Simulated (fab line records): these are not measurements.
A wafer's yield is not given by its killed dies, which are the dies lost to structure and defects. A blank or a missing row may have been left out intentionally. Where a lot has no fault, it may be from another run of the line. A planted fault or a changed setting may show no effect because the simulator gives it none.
fab line records ; flow sky130
record: lots: 7; wafers: 21; lastDay: 50
route steps=708 shown GATE_OXIDE@201 POLY_GATE@204 RES_PROTECT@206 PAD_OPEN@708
lots untouched by any fault: they come from a run of this same line in which no faults occurred
startH: the number of hours between the record's first day and the start of the first shown wafer of the lot ; waitH: how many hours have passed since the lot's step before this one ; " the same as in the row above ; L1.1+2: a single row standing in for several wafers ; - either no value or no given start ; * or withheld: withheld ; < > ~ a bound
route shown NAME@n: NAME is a module with steps in the file, n the number in the route of the first one ; usual: mean and standard deviation over wafers with no fault ; same: alike in all rows ; chamber/n: place in a boat ; sites: the reading at each site ; _std_site: the values' standard deviation ; _edge_site: outer sites' mean less inner sites' ; radiusMm: how far each site lies from the wafer's centre ; mask NAME#n: copy n ; behind: the most recent tool/chamber to have shaped the wafer ; hold: cause of the lot's hold/its duration in hours/its outcome ; device: the transistor (n, p or np) that didn't switch ; end of line: the tests these same wafers got at the end of their route ; a step without rows: its recipe alone ; killed: at the first sort, the dies lost to defects and structure; wafer yield is something else ; map: per-die view of a wafer (x killed, . not killed, _ where there is no die)
set.NAME: the run value of the setting; set.NAME@STEP: its run value at that earlier step ; model.NAME: the simulator's own value behind a step, which no gauge read
lots seen at some steps along the route; tables by step, rows by wafer
services: the hour from which a tool's chamber was out of use, counted from the record's first day as startH (under 0 if before that day), plus the number of hours and why
== steps ==
step: SKY_GATE_OXIDE_TW_MEAS_14
usual: GATE_OXIDE_TW: 226.0/2
lot.wafer;tool;chamber;startH;waitH;GATE_OXIDE_TW
L790.2;filmMetro-01;-;325.24;0.1;224.7
L790.3;filmMetro-01;-;325.24;0.1;226.3
L790.4;filmMetro-01;-;325.24;0.1;223.8
L799.3;filmMetro-04;-;414.35;0.1;228.2
L799.4;filmMetro-04;-;414.35;0.1;228.2
L799.5;filmMetro-04;-;414.35;0.1;227.4
L805.3;filmMetro-01;-;466.23;0.1;225.8
L805.5;filmMetro-01;-;466.23;0.1;224.3
L805.6;filmMetro-01;-;466.23;0.1;226.7
L804.1;filmMetro-01;-;468.19;0.1;226.4
L804.5;filmMetro-01;-;468.19;0.1;225.0
L804.6;filmMetro-01;-;468.19;0.1;226.0
L806.1;filmMetro-01;-;469.62;0.1;225.7
L806.2;filmMetro-01;-;469.62;0.1;224.8
L806.4;filmMetro-01;-;469.62;0.1;225.5
L810.3;filmMetro-03;-;497.19;0.1;224.3
L810.4;filmMetro-03;-;497.19;0.1;223.6
L810.6;filmMetro-03;-;497.19;0.1;223.4
L811.3;filmMetro-01;-;507.06;0.1;226.0
L811.5;filmMetro-01;-;507.06;0.1;226.5
L811.6;filmMetro-01;-;507.06;0.1;225.5
step: SKY_GATE_OXIDE_CLEAN_15
recipe: chemistry: SC1/SC2; mix: 1:4:20; tempC: 70; timeS: 150; dry: n2Spin
step: SKY_GATE_OXIDE_OXIDATION_16
recipe: tempC: 800; ambient: O2; idleTempC: 700; rampUpCPerMin: 10; rampDownCPerMin: 3; stabiliseS: 600; purgeS: 300; targetThkA: 35.7; oxTimeS: 1915
step: SKY_POLY_GATE_CVD_00
recipe: material: poly-Si; targetThkNm: 180; tempC: 620; timeS: 720; pressureMtorr: 200
step: SKY_POLY_GATE_THK_MEAS_01
recipe: reads: poly-Si_of_POLY_GATE_CVD_00
usual: POLY_GATE_CVD_00_THK: 179.7/1.7
lot.wafer;tool;chamber;startH;waitH;POLY_GATE_CVD_00_THK[nm]
L790.2;filmMetro-01;-;330.13;0.0;177.9
L790.3;filmMetro-01;-;330.13;0.0;178.1
L790.4;filmMetro-01;-;330.13;0.0;177.8
L799.3;filmMetro-01;-;417.19;0.0;179.5
L799.4;filmMetro-01;-;417.19;0.0;179.7
L799.5;filmMetro-01;-;417.19;0.0;180.4
L805.3;filmMetro-01;-;471.12;0.0;179.7
L805.5;filmMetro-01;-;471.12;0.0;179.2
L805.6;filmMetro-01;-;471.12;0.0;180.4
L804.1;filmMetro-03;-;471.15;0.0;178.3
L804.5;filmMetro-03;-;471.15;0.0;177.9
L804.6;filmMetro-03;-;471.15;0.0;179.2
L806.1;filmMetro-02;-;473.69;0.0;181.6
L806.2;filmMetro-02;-;473.69;0.0;181.5
L806.4;filmMetro-02;-;473.69;0.0;181.1
L810.3;filmMetro-01;-;500.97;0.0;179.7
L810.4;filmMetro-01;-;500.97;0.0;179.8
L810.6;filmMetro-01;-;500.97;0.0;179.3
L811.3;filmMetro-02;-;509.90;0.0;181.7
L811.5;filmMetro-02;-;509.90;0.0;181.1
L811.6;filmMetro-02;-;509.90;0.0;180.1
step: SKY_RES_PROTECT_DEHYDRATE_00
recipe: tempC: 200; timeS: 60
step: SKY_RES_PROTECT_HMDS_01
recipe: primeTimeS: 60; primeTempC: 120
step: SKY_RES_PROTECT_COAT_02
recipe: resist: NOVOLAK; spinRpm: 3000; resistThkNm: 1140
step: SKY_RES_PROTECT_SOFTBAKE_03
recipe: tempC: 90; timeS: 60; resist: NOVOLAK
step: SKY_RES_PROTECT_EXPOSE_04
recipe: maskId: RPM; na: 0.6; sourceShape: conventional; sigmaOuter: 0.6; polarization: unpolarized; targetCdNm: 1270; doseMj: 131
step: SKY_RES_PROTECT_PEB_05
recipe: tempC: withheld; timeS: *; resist: NOVOLAK
step: SKY_RES_PROTECT_DEVELOP_06
recipe: resist: NOVOLAK; developer: TMAH; developTimeS: 60; devTempC: 23
step: SKY_POLY_GATE_IMPLANT_02
recipe: species: P; energyKev: 30; doseCm2: 7.7e+15; tiltDeg: 0
usual: beamOnS: 34.4/2.1; doseIonsCm2: 7.7e+15/7e+12; endStationPressureTorr: 1.12e-05/7.9e-07
lot.wafer;tool;chamber;startH;waitH;beamOnS;doseIonsCm2;endStationPressureTorr
L790.2;implanter-04;0;358.32;0.1;36.2;7.702e+15;1.12e-05
L790.3;implanter-04;0;358.32;0.1;36.5;7.694e+15;1.11e-05
L790.4;implanter-04;0;358.32;0.1;37.0;7.701e+15;1.03e-05
L799.3;implanter-01;0;447.24;0.1;33.9;7.698e+15;1.26e-05
L799.4;implanter-01;0;447.24;0.1;32.6;7.689e+15;1.1e-05
L799.5;implanter-01;0;447.24;0.1;32.9;7.69e+15;1.18e-05
L805.3;implanter-01;0;501.27;0.1;20.7;4.708e+15;1.4e-05
L805.5;implanter-01;0;501.27;0.1;19.5;4.705e+15;1.41e-05
L805.6;implanter-01;0;501.27;0.1;20.6;4.71e+15;1.32e-05
L804.1;implanter-01;0;501.50;0.1;20.9;4.705e+15;1.43e-05
L804.5;implanter-01;0;501.50;0.1;20.0;4.706e+15;1.27e-05
L804.6;implanter-01;0;501.50;0.1;20.3;4.705e+15;1.29e-05
L806.1;implanter-01;0;503.44;0.1;20.3;4.69e+15;1.3e-05
L806.2;implanter-01;0;503.44;0.1;20.4;4.698e+15;1.35e-05
L806.4;implanter-01;0;503.44;0.1;19.9;4.693e+15;1.38e-05
L810.3;implanter-04;0;530.70;0.1;38.2;7.692e+15;1e-05
L810.4;implanter-04;0;530.70;0.1;35.7;7.701e+15;1.04e-05
L810.6;implanter-04;0;530.70;0.1;38.2;7.701e+15;1.05e-05
L811.3;implanter-04;0;540.42;0.1;37.1;7.696e+15;1.13e-05
L811.5;implanter-04;0;540.42;0.1;36.5;7.694e+15;1.14e-05
L811.6;implanter-04;0;540.42;0.1;35.6;7.698e+15;1.08e-05
step: SKY_RES_PROTECT_STRIP_07
recipe: chemistry: O2/N2; powerW: 1400; pressureMtorr: 1500; platenTempC: withheld; o2FlowSccm: 3000; n2FlowSccm: 300; overashFraction: 0.5
usual: chamberPressureMTorr: 1500.0/1.3; drypumpMotorCurrentA: 5.7/0.53; oesProductAu: 0.518/0.0045; stripTimeToEndpointS: 23.31/0.036
same: overashFraction: 0.5
lot.wafer;tool;chamber;startH;waitH;chamberPressureMTorr;drypumpMotorCurrentA;oesProductAu;rfHoursCounterH;stripTimeToEndpointS
L790.2;plasmaAsher-04;0;358.45;0.1;1498.5;6.3;0.520;68;23.28
L790.3;plasmaAsher-04;0;358.45;0.1;1499.4;6.4;0.525;-;23.38
L790.4;plasmaAsher-04;1;358.45;0.1;1499.0;4.8;0.523;-;23.34
L799.3;plasmaAsher-03;1;447.38;0.1;1499.0;6.2;0.521;-;23.30
L799.4;plasmaAsher-03;0;447.38;0.1;1498.2;5.7;0.525;-;23.34
L799.5;plasmaAsher-03;1;447.38;0.1;1499.7;6.2;0.517;-;23.28
L805.3;plasmaAsher-04;1;501.40;0.1;1499.8;4.8;0.543;-;21.32
L805.5;plasmaAsher-04;0;501.40;0.1;1500.0;6.4;0.541;-;21.32
L805.6;plasmaAsher-04;1;501.40;0.1;1499.6;4.8;0.553;-;21.35
L804.1;plasmaAsher-01;0;501.65;0.1;1501.5;5.8;0.544;34;21.30
L804.5;plasmaAsher-01;1;501.65;0.1;1499.8;5.7;0.545;-;21.33
L804.6;plasmaAsher-01;0;501.65;0.1;1499.9;5.8;0.547;-;21.32
L806.1;plasmaAsher-03;0;503.59;0.1;1500.0;5.7;0.540;70;21.33
L806.2;plasmaAsher-03;1;503.59;0.1;1500.3;6.2;0.546;70;21.32
L806.4;plasmaAsher-03;0;503.59;0.1;1502.8;5.7;0.553;-;21.34
L810.3;plasmaAsher-03;0;530.83;0.1;1500.1;5.6;0.521;-;23.32
L810.4;plasmaAsher-03;1;530.83;0.1;1499.5;6.2;0.522;-;23.33
L810.6;plasmaAsher-03;0;530.83;0.1;1499.6;5.6;0.514;-;23.35
L811.3;plasmaAsher-03;0;540.55;0.1;1500.3;5.7;0.519;-;23.29
L811.5;plasmaAsher-03;0;540.55;0.1;1500.5;5.7;0.506;-;23.29
L811.6;plasmaAsher-03;1;540.55;0.1;1500.2;6.2;0.511;-;23.28
step: SKY_RES_PROTECT_TW_MEAS_08
usual: POLY_GATE_TW: 4059/53
lot.wafer;tool;chamber;startH;waitH;POLY_GATE_TW
L790.2;filmMetro-01;-;358.56;0.1;4090
L790.3;filmMetro-01;-;358.56;0.1;4040
L790.4;filmMetro-01;-;358.56;0.1;4054
L799.3;filmMetro-01;-;447.46;0.1;4100
L799.4;filmMetro-01;-;447.46;0.1;4075
L799.5;filmMetro-01;-;447.46;0.1;4083
L805.3;filmMetro-02;-;501.49;0.1;3840
L805.5;filmMetro-02;-;501.49;0.1;3851
L805.6;filmMetro-02;-;501.49;0.1;3858
L804.1;filmMetro-01;-;501.75;0.1;3932
L804.5;filmMetro-01;-;501.75;0.1;3957
L804.6;filmMetro-01;-;501.75;0.1;3924
L806.1;filmMetro-02;-;503.69;0.1;3853
L806.2;filmMetro-02;-;503.69;0.1;3872
L806.4;filmMetro-02;-;503.69;0.1;3862
L810.3;filmMetro-01;-;530.92;0.1;4070
L810.4;filmMetro-01;-;530.92;0.1;4035
L810.6;filmMetro-01;-;530.92;0.1;4051
L811.3;filmMetro-02;-;540.64;0.1;3988
L811.5;filmMetro-02;-;540.64;0.1;3993
L811.6;filmMetro-02;-;540.64;0.1;4011
step: SKY_RES_PROTECT_CLEAN_09
recipe: chemistry: SC1/SC2; mix: 1:4:20; tempC: 70; timeS: 150; dry: n2Spin
step: SKY_PAD_OPEN_PROBE_99
usual: killed_at_M0_to_M3: 45/7.5; killed_at_M4_up: 3.2/1.8; killedAtContacts: 24/4.9; killedAtFrontEnd: 15/4.4; killedAtOther: 0.3/0.54; killedDies: 87/9.8; killedOpen: 47/6.4; killedShort: 40/6.5
same: grossDies: 492; killedAtBackSide: 0
lot.wafer;tool;chamber;startH;waitH;killed_at_M0_to_M3;killed_at_M4_up;killedAtContacts;killedAtFrontEnd;killedAtOther;killedDies;killedOpen;killedShort;model.etest.resPoly.lineOhmUm;model.etest.liconPoly.rcOhm;model.etest.resPoly.rsOhmSq;model.etest.resPoly.rsOhmSqRange;model.etest.ring_1v8.delayPs;model.etest.resPoly.rsOhmSqRimLessCentre;model.etest.nfet_01v8_turned.vtV;model.etest.nfet_01v8_swapped.vtV
L790.2;prober-01;-;1088.15;0.1;48;4;20;18;1;91;49;42;517;143.6;47.53;1.247;21.12;0.05862;0.7032;0.7008
L790.3;prober-01;-;1088.20;0.2;48;1;26;14;0;89;53;36;529;149.1;47.61;0.8796;21.23;0.6961;0.7105;0.7106
L790.4;prober-01;-;1088.25;0.2;41;3;19;20;0;83;46;36;503.5;147.9;47.87;0.6416;21.66;0.3717;0.7032;0.7013
L799.3;prober-02;-;1149.11;0.2;31;2;25;14;0;72;37;35;510.8;154.7;48.95;1.446;21.3;-1.162;0.6859;0.6848
L799.4;prober-02;-;1149.16;0.2;53;3;17;13;0;86;49;37;512.5;155.9;47.84;0.813;21.38;0.05973;0.6867;0.684
L799.5;prober-02;-;1149.21;0.2;56;1;36;12;0;105;51;53;516.5;146.3;48.16;1.183;21.46;0.3962;0.6867;0.6862
L805.3;prober-01;-;1182.22;0.2;55;1;27;16;0;99;57;42;856;299.1;77.84;4.089;21.38;0.9548;0.7215;0.7175
L805.5;prober-01;-;1182.32;0.2;34;1;23;7;2;67;41;25;829.4;312.4;77.77;3.661;21.65;-1.115;0.7198;0.7193
L805.6;prober-01;-;1182.37;0.2;42;1;23;21;0;87;53;34;841.4;304.7;77.9;2.95;21.86;1.028;0.7195;0.7228
L804.1;prober-02;-;1185.41;0.1;52;6;26;25;1;110;54;56;860.5;297.8;79.38;2.976;21.55;1.193;0.7138;0.7138
L804.5;prober-02;-;1185.61;0.2;39;2;25;15;0;81;38;43;836.1;311.8;78.87;3.205;21.71;1.992;0.7184;0.7173
L804.6;prober-02;-;1185.66;0.2;39;1;24;15;0;79;43;36;835.7;302.2;77.09;4.064;21.85;2.186;0.7163;0.7178
L806.1;prober-01;-;1186.05;0.1;48;4;26;13;0;91;53;36;808.4;317.2;76.92;2.851;22.54;0.8577;0.7245;0.7234
L806.2;prober-01;-;1186.10;0.1;42;5;26;20;0;93;51;40;829;318;76.42;3.319;21.98;0.9079;0.7193;0.72
L806.4;prober-01;-;1186.20;0.2;54;1;22;12;1;90;49;41;826.5;298.2;77.47;3.824;22.47;-0.07126;0.7144;0.712
L810.3;prober-02;-;1197.69;0.2;37;4;24;17;0;82;46;36;509.6;153.8;47.63;1.049;21.85;0.7169;0.7212;0.7228
L810.4;prober-02;-;1197.74;0.2;39;2;29;12;1;83;46;37;494.9;147.5;48.03;1.285;21.7;0.5016;0.7194;0.7211
L810.6;prober-02;-;1197.84;0.2;41;4;26;11;0;82;42;40;513.4;156.5;48.48;1.539;20.88;0.6149;0.7121;0.71
L811.3;prober-01;-;1203.06;0.2;38;1;20;10;0;69;37;30;486.6;148;47.49;1.494;21.87;0.685;0.7161;0.7202
L811.5;prober-01;-;1203.16;0.2;45;2;31;17;0;95;49;46;489.4;148.2;47.16;1.645;21.79;0.8471;0.7129;0.7128
L811.6;prober-01;-;1203.21;0.2;38;1;31;10;0;80;46;34;473.4;152.3;47.54;1.693;22.51;0.9381;0.7144;0.7145
killed by level:class
L790.2 VIA3:geometricParticle:open=10 VIA1:geometricParticle:open=10 VIA1:geometricParticle:short=7 LI_CONTACT:geometricParticle:open=6 METAL1:geometricParticle:short=6 VIA2:geometricParticle:open=6 POLY_GATE:geometricParticle:short=5 CONTACT:geometricParticle:open=5
L790.3 VIA1:geometricParticle:open=11 CONTACT:geometricParticle:open=11 METAL1:geometricParticle:short=8 VIA2:geometricParticle:open=8 VIA3:geometricParticle:open=7 POLY_GATE:geometricParticle:open=5 CONTACT:geometricParticle:short=5 VIA1:geometricParticle:short=5
L790.4 VIA1:geometricParticle:open=12 VIA1:geometricParticle:short=10 CONTACT:geometricParticle:open=8 METAL2:geometricParticle:short=6 POLY_GATE:geometricParticle:open=5 LI_CONTACT:geometricParticle:open=5 POLY_GATE:geometricParticle:short=4 VIA3:geometricParticle:open=4
L799.3 CONTACT:geometricParticle:open=7 FIELD_ISO:geometricParticle:short=6 LI_CONTACT:geometricParticle:open=6 CONTACT:geometricParticle:short=5 VIA3:geometricParticle:open=5 LOCAL_INTERCONNECT:geometricParticle:short=4 VIA1:geometricParticle:short=4 VIA2:geometricParticle:open=4
L799.4 VIA1:geometricParticle:open=12 VIA3:geometricParticle:open=10 METAL1:geometricParticle:short=7 FIELD_ISO:geometricParticle:open=5 METAL2:geometricParticle:short=5 CONTACT:geometricParticle:short=4 CONTACT:geometricParticle:open=4 VIA1:geometricParticle:short=4
L799.5 LI_CONTACT:geometricParticle:open=13 VIA1:geometricParticle:open=12 LOCAL_INTERCONNECT:geometricParticle:short=8 VIA2:geometricParticle:open=8 METAL1:geometricParticle:short=8 CONTACT:geometricParticle:open=7 LI_CONTACT:geometricParticle:short=7 VIA1:geometricParticle:short=7
L805.3 VIA1:geometricParticle:open=13 LI_CONTACT:geometricParticle:open=12 VIA3:geometricParticle:open=11 CONTACT:geometricParticle:short=7 METAL1:geometricParticle:short=6 POLY_GATE:geometricParticle:short=5 VIA3:geometricParticle:short=5 CONTACT:geometricParticle:open=4
L805.5 CONTACT:geometricParticle:open=12 VIA1:geometricParticle:open=10 VIA2:geometricParticle:open=6 LI_CONTACT:geometricParticle:open=4 METAL1:geometricParticle:short=4 METAL2:geometricParticle:short=4 POLY_GATE:geometricParticle:short=3 LOCAL_INTERCONNECT:geometricParticle:short=3
L805.6 VIA1:geometricParticle:open=12 CONTACT:geometricParticle:open=11 VIA1:geometricParticle:short=8 LI_CONTACT:geometricParticle:open=7 POLY_GATE:geometricParticle:open=6 VIA3:geometricParticle:open=5 CONTACT:geometricParticle:short=4 METAL1:geometricParticle:short=4
L804.1 LI_CONTACT:geometricParticle:open=13 VIA1:geometricParticle:open=11 VIA3:geometricParticle:open=10 POLY_GATE:geometricParticle:short=9 METAL1:geometricParticle:short=8 VIA2:geometricParticle:open=7 POLY_GATE:geometricParticle:open=6 METAL4:geometricParticle:short=6
L804.5 CONTACT:geometricParticle:open=10 VIA1:geometricParticle:open=10 METAL1:geometricParticle:short=8 FIELD_ISO:geometricParticle:open=7 CONTACT:geometricParticle:short=5 METAL2:geometricParticle:short=5 VIA1:geometricParticle:short=5 POLY_GATE:geometricParticle:short=4
L804.6 VIA1:geometricParticle:open=14 LI_CONTACT:geometricParticle:open=8 POLY_GATE:geometricParticle:short=6 LI_CONTACT:geometricParticle:short=5 METAL2:geometricParticle:short=5 VIA2:geometricParticle:open=5 CONTACT:geometricParticle:short=4 CONTACT:geometricParticle:open=4
L806.1 CONTACT:geometricParticle:open=11 VIA1:geometricParticle:open=11 VIA2:geometricParticle:open=9 METAL2:geometricParticle:short=6 LI_CONTACT:geometricParticle:open=5 VIA3:geometricParticle:open=5 POLY_GATE:geometricParticle:short=4 LOCAL_INTERCONNECT:geometricParticle:short=4
L806.2 LOCAL_INTERCONNECT:geometricParticle:short=10 FIELD_ISO:geometricParticle:open=7 VIA3:geometricParticle:open=7 VIA1:geometricParticle:open=6 VIA2:geometricParticle:open=5 POLY_GATE:geometricParticle:open=4 LI_CONTACT:geometricParticle:open=4 CONTACT:geometricParticle:open=4
L806.4 VIA1:geometricParticle:open=14 VIA3:geometricParticle:open=9 LI_CONTACT:geometricParticle:open=6 CONTACT:geometricParticle:open=6 VIA1:geometricParticle:short=6 METAL2:geometricParticle:short=6 FIELD_ISO:geometricParticle:open=5 CONTACT:geometricParticle:short=5
L810.3 VIA1:geometricParticle:open=14 LI_CONTACT:geometricParticle:open=8 LOCAL_INTERCONNECT:geometricParticle:short=8 FIELD_ISO:geometricParticle:short=6 CONTACT:geometricParticle:open=6 POLY_GATE:geometricParticle:short=4 METAL1:geometricParticle:short=4 METAL2:geometricParticle:short=4
L810.4 CONTACT:geometricParticle:open=13 VIA1:geometricParticle:open=11 FIELD_ISO:geometricParticle:short=6 VIA3:geometricParticle:open=6 CONTACT:geometricParticle:short=5 LOCAL_INTERCONNECT:geometricParticle:short=5 LI_CONTACT:geometricParticle:short=4 METAL1:geometricParticle:short=4
L810.6 CONTACT:geometricParticle:open=13 METAL1:geometricParticle:short=8 VIA1:geometricParticle:open=7 LI_CONTACT:geometricParticle:open=6 METAL2:geometricParticle:short=6 VIA2:geometricParticle:open=6 FIELD_ISO:geometricParticle:short=5 FIELD_ISO:geometricParticle:open=4
L811.3 VIA1:geometricParticle:open=13 CONTACT:geometricParticle:open=8 VIA2:geometricParticle:open=7 LOCAL_INTERCONNECT:geometricParticle:short=5 FIELD_ISO:geometricParticle:open=4 VIA2:geometricParticle:short=4 CONTACT:geometricParticle:short=4 VIA3:geometricParticle:short=4
L811.5 CONTACT:geometricParticle:open=12 VIA1:geometricParticle:open=11 FIELD_ISO:geometricParticle:open=7 VIA2:geometricParticle:open=6 LI_CONTACT:geometricParticle:short=5 LI_CONTACT:geometricParticle:open=5 LOCAL_INTERCONNECT:geometricParticle:short=5 VIA2:geometricParticle:short=5
L811.6 CONTACT:geometricParticle:open=13 VIA1:geometricParticle:open=9 METAL1:geometricParticle:short=8 VIA2:geometricParticle:open=8 LI_CONTACT:geometricParticle:open=7 LOCAL_INTERCONNECT:geometricParticle:short=4 LI_CONTACT:geometricParticle:short=3 METAL3:geometricParticle:short=3
== services ==
tool;chamber;startH;hours;kind
implanter-04;-;340.87;0.6;repair
implanter-04;-;388.61;7.1;pm
plasmaAsher-04;-;404.28;1.1;repair
plasmaAsher-04;-;421.25;9.0;pm
plasmaAsher-04;0;421.25;9.0;ventCycle
plasmaAsher-04;1;421.25;9.0;ventCycle
plasmaAsher-04;0;430.25;-;clean
plasmaAsher-04;1;430.25;-;clean
plasmaAsher-01;-;451.72;25.9;repair
plasmaAsher-03;-;459.58;5.8;repair
plasmaAsher-04;-;475.77;2.8;pm
implanter-04;-;519.72;4.4;repair
== key ==
firstSign: step: SKY_POLY_GATE_IMPLANT_02; reading: doseIonsCm2; direction: down; sigmas: 99+; usual: *; struck: *
effect: step: SKY_POLY_GATE_IMPLANT_02; reading: beamOnS; direction: down; sigmas: 6.9; usual: 34.4; struck: 20.3
effect: step: SKY_RES_PROTECT_STRIP_07; reading: stripTimeToEndpointS; direction: down; sigmas: 54; usual: *; struck: *
effect: step: SKY_RES_PROTECT_TW_MEAS_08; reading: POLY_GATE_TW; direction: down; sigmas: 3.3; usual: 4059; struck: 3883
modelEffect: step: SKY_PAD_OPEN_PROBE_99; value: etest.resPoly.lineOhmUm; without: 516.3; struck: 835.9
metAt SKY_POLY_GATE_IMPLANT_02
struckWafers L804.1,L804.5,L804.6,L805.3,L805.5,L805.6,L806.1,L806.2,L806.4
testerLeftOut L804,L805,L806
onsetBetween 447.24 501.27
fault: kind: processParameterDrift; tool: implanter-01; chamber: -; onsetH: 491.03; steps: SKY_POLY_GATE_IMPLANT_02; channel: doseCm2; offset: *; shape: step; endH: 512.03; actsIn: *; stated: *
testerLeftOut: of these lots the tester's yield and bins aren't shown, on N5 and GAA mostly nor the transistor test; their killed dies are dies lost to structure and defects alone, not to doping, threshold or leakage, so they don't give the yield
